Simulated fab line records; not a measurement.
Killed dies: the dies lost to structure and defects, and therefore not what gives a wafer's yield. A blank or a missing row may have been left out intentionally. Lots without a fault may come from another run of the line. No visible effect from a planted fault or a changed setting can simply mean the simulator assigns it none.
Split-lot study | flow sfqLine | route with 325 steps; 5 lots, 23 wafers read

THE SPLIT
At SFQ_TRILAYER_I4_DEP_PECVD_099 (deposits SiO2 from SiH4/N2O, time 111.11 s, target thk 500 nm), the setting timeS was moved away from the recipe's 111.11 s on 6 of the 23 wafers read, by -9.0% to +3.8%. For the rest of the wafers, this setting stayed at what the recipe calls for.

Reading taken at the split's own step.

THE READING
SiO2_of_TRILAYER_I4_DEP_PECVD_099.thkNm (the simulator's own value, which no gauge read), in nm, at SFQ_TRILAYER_I4_DEP_PECVD_099 (deposits SiO2 from SiH4/N2O, time 111.11 s, target thk 500 nm). The file gives no usual value for it. Here, 17 wafers ran the recipe; their average is 502.1 nm with a standard deviation of 6.2 nm.

wafer  | tool, chamber at the split | timeS as run, s | against the recipe | SiO2_of_TRILAYER_I4_DEP_PECVD_099.thkNm, nm | against lot-mates on the recipe
L075.1 | pecvd-01, 0                | 111.11          | recipe             | 498.9                                       | -
L075.3 | pecvd-01, 1                | 111.11          | recipe             | 494.9                                       | -
L075.4 | pecvd-01, 2                | 111.11          | recipe             | 499                                         | -
L075.5 | pecvd-01, 1                | 111.11          | recipe             | 501.9                                       | -
L075.6 | pecvd-01, 0                | 111.11          | recipe             | 511.8                                       | -
L079.1 | pecvd-04, 2                | 111.11          | recipe             | 505.7                                       | -
L079.4 | pecvd-04, 1                | 111.11          | recipe             | 515.1                                       | -
L079.6 | pecvd-04, 0                | 111.11          | recipe             | 504.6                                       | -
L080.1 | pecvd-03, 2                | 111.11          | recipe             | 498.5                                       | -
L080.3 | pecvd-03, 1                | 101.1           | -9.0%              | 453.5                                       | -51.4
L080.4 | pecvd-03, 0                | 101.1           | -9.0%              | 467.4                                       | -37.5
L080.5 | pecvd-03, 1                | 101.1           | -9.0%              | 457.7                                       | -47.2
L080.6 | pecvd-03, 2                | 111.11          | recipe             | 511.3                                       | -
L081.1 | pecvd-01, 0                | 115.3           | +3.8%              | 518.1                                       | +22.3
L081.2 | pecvd-01, 1                | 111.11          | recipe             | 494.9                                       | -
L081.3 | pecvd-01, 2                | 115.3           | +3.8%              | 509.4                                       | +13.6
L081.4 | pecvd-01, 0                | 115.3           | +3.8%              | 516                                         | +20.2
L081.6 | pecvd-01, 2                | 111.11          | recipe             | 496.7                                       | -
L085.2 | pecvd-04, 1                | 111.11          | recipe             | 493.6                                       | -
L085.3 | pecvd-04, 2                | 111.11          | recipe             | 499.5                                       | -
L085.4 | pecvd-04, 1                | 111.11          | recipe             | 498.4                                       | -
L085.5 | pecvd-04, 2,0              | 111.11          | recipe             | 505.1                                       | -
L085.6 | pecvd-04, 2,0              | 111.11          | recipe             | 505.1                                       | -
Rows listing several chambers each stand for several wafers; the file does not say which wafer went through which chamber.

FIT RESULTS
A straight line over all 23 wafers: SiO2_of_TRILAYER_I4_DEP_PECVD_099.thkNm changes by +4.46 nm for each +1% of timeS; r = +0.93; the points scatter about the line by 6.3 nm.
The same after taking each lot's own level away (the mean of its wafers on the recipe; 23 wafers): +5.02 nm for each +1%; r = +0.96; scatter 5.1 nm.
Per that fit: largest timeS move, reading shift of 45 nm.
Measured against the standard deviation above, the lots' own levels, which go from 495.80 to 508.47 nm, span 2.1 times it.
Thus the slope moves with the lot-to-lot level: the two fits are different.
Check: -42.7 nm against its lot-mates is what the line predicts for one of the wafers moved furthest among these (-9.0%) when that wafer is left out of the fit. It came out at -51.4 nm against them.

OTHER SPLITS APPLIED TO THESE WAFERS
These wafers also went through other splits before the reading. Each is held against what the fit with the lots' levels taken away leaves over:
other split on the same wafers                           | wafers away from the commonest value | r with SiO2_of_TRILAYER_I4_DEP_PECVD_099.thkNm (lot level and that fit taken away)
SFQ_TRILAYER_M3_DEP_SPUTTER_073 timeS                    | 9                                    | +0.01
SFQ_TRILAYER_M3_LITHO_PEB_078 pebTimeS                   | 2                                    | +0.26
SFQ_TRILAYER_I3_VIA_LITHO_EXPOSE_086 doseMj              | 7                                    | -0.03
SFQ_TRILAYER_I3_VIA_BARC_OPEN_VIA_ETCH_121 pressureMtorr | 15                                   | +0.00
SFQ_TRILAYER_M4_DEP_SPUTTER_091 timeS                    | 10                                   | +0.02
SFQ_TRILAYER_M4_LITHO_EXPOSE_094 doseMj                  | 10                                   | +0.08

THE FILE'S OWN FIT
SiO2_of_TRILAYER_I4_DEP_PECVD_099.thkNm changes by +5.02 nm for each +1% of timeS, r = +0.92.
